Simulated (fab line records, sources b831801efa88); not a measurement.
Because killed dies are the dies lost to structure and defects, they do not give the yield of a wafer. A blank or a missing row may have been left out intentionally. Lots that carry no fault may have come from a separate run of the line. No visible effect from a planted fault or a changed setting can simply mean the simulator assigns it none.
fab line records    flow sky130
record lots=14  wafers=42  last_day=50
route steps=708 shown LDD_N@254 LDD_LDN@300 SPACER@305 POLY_CUT@315
lots untouched by any fault: they come from a run of this same line in which no faults occurred
start_h: start of the lot's first displayed wafer, in hours after the record's first day    wait_h: hours from the lot's prior step to this one    " same as the row above    L1.1+2: a row that stands for several wafers    - either no value or no given start    * or withheld: withheld    < > ~ a bound
route shown NAME@n: a module of which the file shows steps, and the number in the route of the first    usual: mean/standard deviation taken from wafers without a fault    same: alike in all rows    chamber/n: place in a boat    sites: the reading at each site    _std_site: how widely they spread, as a standard deviation    _edge_site: the outer-site mean with the inner-site mean subtracted    radius_mm: how far each site lies from the wafer's centre    mask NAME#n: copy n    behind: the tool/chamber that last shaped the wafer    hold: what put the lot on hold/how long, in hours/how the hold closed    device: whichever transistor did not switch (one of n, p or np)    end of line: at the end of the route, the tests of the same wafers    where a step has no rows: the recipe by itself    killed: count of dies lost to structure and defects at first sort (not the wafer's yield)    map: the dies of a wafer, with x for killed, . for not killed, _ for no die there
set.NAME: the setting the step ran with; set.NAME@STEP: the setting that earlier step ran with    model.NAME: the simulator's own value behind a step, which no gauge read
route steps across a sampled set of lots; one table per step, one row per wafer
services: from which hour (start_h, from the record's first day; less than 0 if before it) a tool's chamber was out of use, for how many hours, and why
## steps
# step SKY_LDD_N_TW_MEAS_17
# usual LDD_N_TW=2591/26
lot.wafer  tool           chamber  start_h  wait_h  LDD_N_TW
L297.2     film_metro-04  -        390.94   0.1     2576
L297.5     "              -        "        "       2583
L297.6     "              -        "        "       2576
L298.2     film_metro-04  -        401.12   0.1     2577
L298.4     "              -        "        "       2571
L298.6     "              -        "        "       2567
L299.1     film_metro-01  -        413.68   0.1     2626
L299.2     "              -        "        "       2635
L299.3     "              -        "        "       2626
L301.1     film_metro-04  -        453.13   0.1     2576
L301.4     "              -        "        "       2585
L301.6     "              -        "        "       2582
L303.1     film_metro-04  -        461.68   0.1     2570
L303.3     "              -        "        "       2567
L303.5     "              -        "        "       2576
L304.2     film_metro-03  -        467.07   0.1     2592
L304.5     "              -        "        "       2580
L304.6     "              -        "        "       2581
L305.1     film_metro-04  -        471.88   0.1     2579
L305.2     "              -        "        "       2571
L305.5     "              -        "        "       2563
L306.2     film_metro-01  -        487.84   0.1     2644
L306.3     "              -        "        "       2634
L306.5     "              -        "        "       2622
L310.1     film_metro-01  -        516.20   0.1     2648
L310.4     "              -        "        "       2630
L310.5     "              -        "        "       2642
L315.3     film_metro-04  -        553.47   0.1     2566
L315.5     "              -        "        "       2557
L315.6     "              -        "        "       2561
L317.1     film_metro-03  -        573.10   0.1     2604
L317.2     "              -        "        "       2584
L317.4     "              -        "        "       2592
L316.1     film_metro-03  -        579.86   0.1     2575
L316.4     "              -        "        "       2601
L316.5     "              -        "        "       2584
L319.2     film_metro-01  -        603.09   0.1     2616
L319.5     "              -        "        "       2605
L319.6     "              -        "        "       2614
L320.1     film_metro-04  -        603.26   0.1     2582
L320.4     "              -        "        "       2579
L320.5     "              -        "        "       2576
# step SKY_LDD_LDN_IMPLANT_11
# recipe species=As  energy_kev=15  dose_cm2=1.25e+13  tilt_deg=withheld  rotation_deg=293
# usual beam_energy_keV=14.998/0.0043  beam_on_s=9.99/0.22  faraday_current_uA=70.6/1.5
lot.wafer  tool          chamber  start_h  wait_h  beam_energy_keV  beam_on_s  faraday_current_uA
L297.2     implanter-01  0        513.53   0.1     14.998           9.73       71.9
L297.5     "             0        "        "       15.000           9.88       71.4
L297.6     "             0        "        "       14.998           9.78       71.8
L298.2     implanter-03  0        524.37   0.1     15.002           9.79       71.8
L298.4     "             0        "        "       15.004           10.25      69.0
L298.6     "             0        "        "       15.003           10.08      69.8
L299.1     implanter-01  0        535.70   0.1     15.004           9.89       71.7
L299.2     "             0        "        "       15.003           9.95       70.6
L299.3     "             0        "        "       15.006           10.07      70.3
L301.1     implanter-03  0        574.78   0.1     15.002           10.22      68.9
L301.4     "             0        "        "       15.002           10.00      70.3
L301.6     "             0        "        "       15.003           10.20      68.8
L303.1     implanter-02  0        583.01   0.1     14.993           9.95       71.2
L303.3     "             0        "        "       15.002           9.75       72.2
L303.5     "             0        "        "       14.995           9.82       72.0
L304.2     implanter-03  0        588.90   0.1     15.001           9.97       70.8
L304.5     "             0        "        "       14.998           9.86       71.2
L304.6     "             0        "        "       15.003           10.11      69.6
L305.1     implanter-01  0        593.26   0.1     15.004           10.07      70.2
L305.2     "             0        "        "       15.001           10.23      69.1
L305.5     "             0        "        "       14.998           10.13      69.7
L306.2     implanter-03  0        608.32   0.1     14.995           9.84       71.5
L306.3     "             0        "        "       14.995           9.95       71.0
L306.5     "             0        "        "       14.994           9.85       71.7
L310.1     implanter-03  0        633.91   0.1     14.992           9.73       72.2
L310.4     "             0        "        "       14.995           9.55       73.2
L310.5     "             0        "        "       14.995           9.96       70.8
L315.3     implanter-01  -        669.75   0.1     -                -          -
L315.5     "             -        "        "       -                -          -
L315.6     "             -        "        "       -                -          -
L317.1     implanter-02  0        687.16   0.1     15.000           10.12      70.1
L317.2     "             0        "        "       14.997           10.29      68.4
L317.4     "             0        "        "       14.998           9.72       72.4
L316.1     implanter-01  -        694.48   0.1     -                -          -
L316.4     "             -        "        "       -                -          -
L316.5     "             -        "        "       -                -          -
L319.2     implanter-01  0        715.55   0.1     14.998           10.09      69.9
L319.5     "             0        "        "       15.002           10.21      69.2
L319.6     "             0        "        "       14.993           9.76       72.3
L320.1     implanter-01  0        716.43   0.1     14.993           10.04      70.5
L320.4     "             0        "        "       14.997           10.24      68.9
L320.5     "             0        "        "       14.994           10.15      69.5
# step SKY_LDD_LDN_TW_MEAS_13
# usual LDD_LDN_TW=1480/14
lot.wafer  tool           chamber  start_h  wait_h  LDD_LDN_TW
L297.2     film_metro-04  -        513.77   0.1     1476
L297.5     "              -        "        "       1481
L297.6     "              -        "        "       1479
L298.2     film_metro-01  -        524.61   0.1     1516
L298.4     "              -        "        "       1512
L298.6     "              -        "        "       1517
L299.1     film_metro-03  -        535.95   0.1     1478
L299.2     "              -        "        "       1485
L299.3     "              -        "        "       1473
L301.1     film_metro-04  -        575.03   0.1     1460
L301.4     "              -        "        "       1465
L301.6     "              -        "        "       1460
L303.1     film_metro-01  -        583.26   0.1     1506
L303.3     "              -        "        "       1508
L303.5     "              -        "        "       1508
L304.2     film_metro-03  -        589.14   0.1     1492
L304.5     "              -        "        "       1484
L304.6     "              -        "        "       1487
L305.1     film_metro-04  -        593.51   0.1     1472
L305.2     "              -        "        "       1460
L305.5     "              -        "        "       1466
L306.2     film_metro-03  -        608.56   0.1     1478
L306.3     "              -        "        "       1475
L306.5     "              -        "        "       1472
L310.1     film_metro-04  -        634.16   0.1     1471
L310.4     "              -        "        "       1463
L310.5     "              -        "        "       1475
L315.3     film_metro-01  -        669.97   0.1     1382
L315.5     "              -        "        "       1385
L315.6     "              -        "        "       1379
L317.1     film_metro-04  -        687.41   0.1     1468
L317.2     "              -        "        "       1470
L317.4     "              -        "        "       1477
L316.1     film_metro-03  -        694.73   0.1     1345
L316.4     "              -        "        "       1353
L316.5     "              -        "        "       1355
L319.2     film_metro-01  -        715.79   0.1     1506
L319.5     "              -        "        "       1507
L319.6     "              -        "        "       1505
L320.1     film_metro-04  -        716.68   0.1     1473
L320.4     "              -        "        "       1474
L320.5     "              -        "        "       1478
# step SKY_SPACER_THK_MEAS_01
# recipe reads=Si3N4_of_SPACER_CVD_00
# usual SPACER_CVD_00_THK=43.2/0.39
lot.wafer  tool           chamber  start_h  wait_h  SPACER_CVD_00_THK[nm]
L297.2     film_metro-01  -        516.66   0.0     42.8
L297.5     "              -        "        "       42.6
L297.6     "              -        "        "       42.7
L298.2     film_metro-03  -        525.93   0.0     42.7
L298.4     "              -        "        "       43.3
L298.6     "              -        "        "       43.2
L299.1     film_metro-01  -        538.27   0.0     42.6
L299.2     "              -        "        "       42.9
L299.3     "              -        "        "       42.9
L301.1     film_metro-03  -        576.73   0.0     43.2
L301.4     "              -        "        "       43.5
L301.6     "              -        "        "       43.1
L303.1     film_metro-03  -        585.18   0.0     43.5
L303.3     "              -        "        "       43.9
L303.5     "              -        "        "       43.6
L304.2     film_metro-03  -        591.39   0.0     43.5
L304.5     "              -        "        "       43.1
L304.6     "              -        "        "       43.1
L305.1     film_metro-01  -        595.40   0.0     42.8
L305.2     "              -        "        "       43.1
L305.5     "              -        "        "       43.4
L306.2     film_metro-01  -        609.87   0.0     43.4
L306.3     "              -        "        "       43.6
L306.5     "              -        "        "       43.6
L310.1     film_metro-03  -        637.84   0.0     43.2
L310.4     "              -        "        "       43.4
L310.5     "              -        "        "       43.4
L317.1     film_metro-03  -        689.32   0.0     43.5
L317.2     "              -        "        "       44.0
L317.4     "              -        "        "       43.5
L320.1     film_metro-01  -        720.23   0.0     42.7
L320.4     "              -        "        "       43.0
L320.5     "              -        "        "       42.7
L319.2     film_metro-02  -        720.24   0.0     43.3
L319.5     "              -        "        "       42.9
L319.6     "              -        "        "       43.4
# step SKY_POLY_CUT_CD_MEAS_08
# recipe target_cd_nm=270
# usual cd_nm=270.0/1.4
lot.wafer  tool       chamber  start_h  wait_h  cd_nm
L297.2     cd_sem-02  -        547.04   -       269.9
L297.5     "          -        "        "       268.3
L297.6     "          -        "        "       267.9
L298.2     cd_sem-01  -        556.32   -       267.5
L298.4     "          -        "        "       268.4
L298.6     "          -        "        "       269.4
L299.1     cd_sem-01  -        568.26   -       268.8
L299.2     "          -        "        "       268.2
L299.3     "          -        "        "       270.6
L301.1     cd_sem-02  -        606.71   -       266.6
L301.4     "          -        "        "       267.3
L301.6     "          -        "        "       268.0
L303.1     cd_sem-02  -        614.61   -       268.6
L303.3     "          -        "        "       267.8
L303.5     "          -        "        "       268.6
L304.2     cd_sem-01  -        620.83   -       268.1
L304.5     "          -        "        "       269.1
L304.6     "          -        "        "       270.6
L305.1     cd_sem-01  -        624.32   -       269.2
L305.2     "          -        "        "       271.6
L305.5     "          -        "        "       271.5
L306.2     cd_sem-01  -        638.09   -       269.4
L306.3     "          -        "        "       267.8
L306.5     "          -        "        "       271.1
L310.1     cd_sem-02  -        666.40   -       270.0
L310.4     "          -        "        "       270.4
L310.5     "          -        "        "       269.9
L317.1     cd_sem-01  -        716.35   -       271.3
L317.2     "          -        "        "       269.7
L317.4     "          -        "        "       270.6
L320.1     cd_sem-02  -        746.46   -       270.1
L320.4     "          -        "        "       271.9
L320.5     "          -        "        "       271.7
L319.2     cd_sem-02  -        746.83   -       269.5
L319.5     "          -        "        "       268.0
L319.6     "          -        "        "       268.3
## services
tool          chamber  start_h  hours  kind
implanter-02  -        514.05   2.7    pm
implanter-01  -        587.05   3.8    repair
implanter-02  -        587.19   4.0    repair
implanter-03  -        645.41   5.5    repair
implanter-02  -        646.93   3.2    pm
implanter-01  -        671.43   2.2    repair
implanter-01  -        673.92   6.9    repair
implanter-03  -        678.60   6.2    repair
implanter-01  -        701.66   5.2    pm
## key
first_sign step=SKY_LDD_LDN_IMPLANT_11  reading=tool_record  direction=missing
effect step=SKY_LDD_LDN_TW_MEAS_13  reading=LDD_LDN_TW  direction=down  sigmas=8  usual=1480  struck=1366
met_at SKY_LDD_LDN_IMPLANT_11
struck_lots L315,L316
later_rows_left_out L315.3,L315.5,L315.6,L316.1,L316.4,L316.5
sort_left_out L315.3,L315.5,L315.6,L316.1,L316.4,L316.5
tester_left_out L315,L316
not_acting_at SKY_LDD_N_TW_MEAS_17,SKY_SPACER_THK_MEAS_01,SKY_POLY_CUT_CD_MEAS_08
onset_between 593.26 669.75
fault kind=skipped_step_whole  tool=implanter-01  chamber=-  onset_h=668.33  steps=SKY_LDD_LDN_IMPLANT_11  scope=struck_lots_only
# tester_left_out: of these lots the tester's yield and bins aren't shown, on N5 and GAA mostly nor the transistor test; their killed dies are dies lost to structure and defects alone, not to doping, threshold or leakage, so they don't give the yield
# sort_left_out: the simulated sort isn't trusted on such a fault, so these wafers' sort isn't shown, and their yield isn't known
# later_rows_left_out: the simulator's readings of these wafers behind a module that went badly wrong aren't trusted and aren't shown, but for the sort
